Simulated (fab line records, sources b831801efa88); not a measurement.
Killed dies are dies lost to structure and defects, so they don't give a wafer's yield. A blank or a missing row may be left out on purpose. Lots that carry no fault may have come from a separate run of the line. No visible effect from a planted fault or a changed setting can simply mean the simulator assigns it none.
Matching of chambers -- flow sky130 -- SKY_LI_CONTACT_ETCH_14 on rie_diel-01: 4 sister chambers
The step etches BARC in N2/H2, stops on SiO2, time 45.9 s, target depth 60 nm. 4 wafers are shown with their chamber, then 6 later ones without.

== EACH WAFER AND ITS CHAMBER ==
wafer,chamber,drypump_motor_current_A (A)
L484.1,0,5.7
L498.1,1,5.4
L498.3,3,5.4
L498.5,2,6.0

== WAFERS WITHOUT THEIR CHAMBER ==
wafer,drypump_motor_current_A (A)
L499.2,5.2
L499.5,5.3
L499.6,6.0
L501.2,6.0
L501.4,5.3
L501.5,6.0

== EACH ONE'S CHAMBER ==
wafer,from the rows above,in truth
L499.2,can't be placed: 1 or 3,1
L499.5,can't be placed: 1 or 3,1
L499.6,2,2
L501.2,2,2
L501.4,can't be placed: 1 or 3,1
L501.5,2,2
Placed correctly: 3 of 6. Can't be placed from these rows: 3 (the true chamber is among the candidates in 3). Placed wrongly: 0.
How it was worked out, from the rows above alone: a wafer's distance from a chamber is the root of the sum, over the readings, of the square of ((its reading less the chamber's mean) divided by the reading's scatter). The wafer belongs to the nearest chamber; if the next one is less than 2 further off, it can't be placed. The mean given for a chamber averages the wafers shown for that chamber. The scatter: root of mean squared gap, hidden wafer to nearest shown wafer, with one shown wafer a chamber.
